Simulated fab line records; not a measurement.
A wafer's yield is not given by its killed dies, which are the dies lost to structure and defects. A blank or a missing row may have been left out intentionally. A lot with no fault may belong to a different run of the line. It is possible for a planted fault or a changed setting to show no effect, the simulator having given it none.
What tool caused it? / flow sky130 / 12 lots, 36 wafers sampled, at 2 steps of a route of 708

WHAT THE GAUGES READ, wafer by wafer
SKY_LOCAL_INTERCONNECT_CD_MEAS_11: the cd target is 170 nm. Usual: cdNm reads 170.6 nm (standard deviation 1.4).
lot=L654; measured=day 30 06:10; on=cdSem-02; cdNm (nm)=169.7 168.8 170.5; flag=
lot=L655; measured=day 30 11:32; on=cdSem-02; cdNm (nm)=169.0 168.7 168.6; flag=
lot=L656; measured=day 30 20:01; on=cdSem-01; cdNm (nm)=169.4 171.5 170.4; flag=
lot=L657; measured=day 31 04:35; on=cdSem-01; cdNm (nm)=171.3 171.8 170.3; flag=
lot=L658; measured=day 31 14:43; on=cdSem-01; cdNm (nm)=170.4 170.6 170.7; flag=
lot=L659; measured=day 32 01:46; on=cdSem-02; cdNm (nm)=171.0 171.3 171.9; flag=
lot=L661; measured=day 32 19:46; on=cdSem-01; cdNm (nm)=174.0 172.7 172.0; flag=
lot=L663; measured=day 33 12:26; on=cdSem-02; cdNm (nm)=172.1 171.5 169.1; flag=
lot=L664; measured=day 33 18:47; on=cdSem-01; cdNm (nm)=168.8 169.3 169.2; flag=
lot=L666; measured=day 34 10:28; on=cdSem-02; cdNm (nm)=170.7 170.0 171.2; flag=
lot=L674; measured=day 36 21:59; on=cdSem-01; cdNm (nm)=168.0 168.2 167.6; flag=
lot=L673; measured=day 37 00:39; on=cdSem-02; cdNm (nm)=170.1 170.9 170.4; flag=

SKY_LOCAL_INTERCONNECT_OVL_MEAS_12. Usual: LOCAL_INTERCONNECT_OVL 0 nm, standard deviation 5.2.
lot=L654; measured=day 30 06:17; on=overlay-01; LOCAL_INTERCONNECT_OVL (nm)=4 2 2; flag=
lot=L655; measured=day 30 11:38; on=overlay-01; LOCAL_INTERCONNECT_OVL (nm)=12 5 3; flag=
lot=L656; measured=day 30 20:08; on=overlay-01; LOCAL_INTERCONNECT_OVL (nm)=4 8 10; flag=
lot=L657; measured=day 31 04:41; on=overlay-01; LOCAL_INTERCONNECT_OVL (nm)=0 -8 -1; flag=
lot=L658; measured=day 31 14:49; on=overlay-02; LOCAL_INTERCONNECT_OVL (nm)=0 2 0; flag=
lot=L659; measured=day 32 01:52; on=overlay-02; LOCAL_INTERCONNECT_OVL (nm)=0 1 1; flag=
lot=L661; measured=day 32 19:53; on=overlay-01; LOCAL_INTERCONNECT_OVL (nm)=1 -4 -4; flag=
lot=L663; measured=day 33 12:33; on=overlay-01; LOCAL_INTERCONNECT_OVL (nm)=2 3 1; flag=
lot=L664; measured=day 33 18:54; on=overlay-01; LOCAL_INTERCONNECT_OVL (nm)=6 4 -1; flag=
lot=L666; measured=day 34 10:35; on=overlay-01; LOCAL_INTERCONNECT_OVL (nm)=-6 -2 -4; flag=
lot=L674; measured=day 36 22:06; on=overlay-01; LOCAL_INTERCONNECT_OVL (nm)=-9 -18 -7; flag=
lot=L673; measured=day 37 00:44; on=overlay-02; LOCAL_INTERCONNECT_OVL (nm)=-9 1 -5; flag=

WHAT TOOL EACH LOT RAN ON (gives the tool, then ch and the chambers of the sampled wafers, and finally the start)
No process step before these readings appears in the record.

WHAT THE TOOLS THEMSELVES READ (means of the sampled wafers that have a number; where no wafer has one, the mark that the record gives instead)
The record holds no such reading with a usual standard deviation.

THE ANSWER, worked out from the rows above alone
Rule: take the mean of a lot's wafers that have a number; if it is more than 3 standard deviations from the usual mean, the lot is off. A lot without any number at a reading at which 4 lots or more have one is off too. Where the step has rows for the other lots, those lots are counted as sound. After the gauges, taken in route order, come the tools' own readings; for these a lot's mean is taken, as printed above. At the first step where some lot is off, the reading lying furthest off is the one used; lots without a number count as furthest.
Across all readings shown, no lot is off: no conclusion can be drawn from this.

WHAT THE SIMULATOR HAD PUT IN
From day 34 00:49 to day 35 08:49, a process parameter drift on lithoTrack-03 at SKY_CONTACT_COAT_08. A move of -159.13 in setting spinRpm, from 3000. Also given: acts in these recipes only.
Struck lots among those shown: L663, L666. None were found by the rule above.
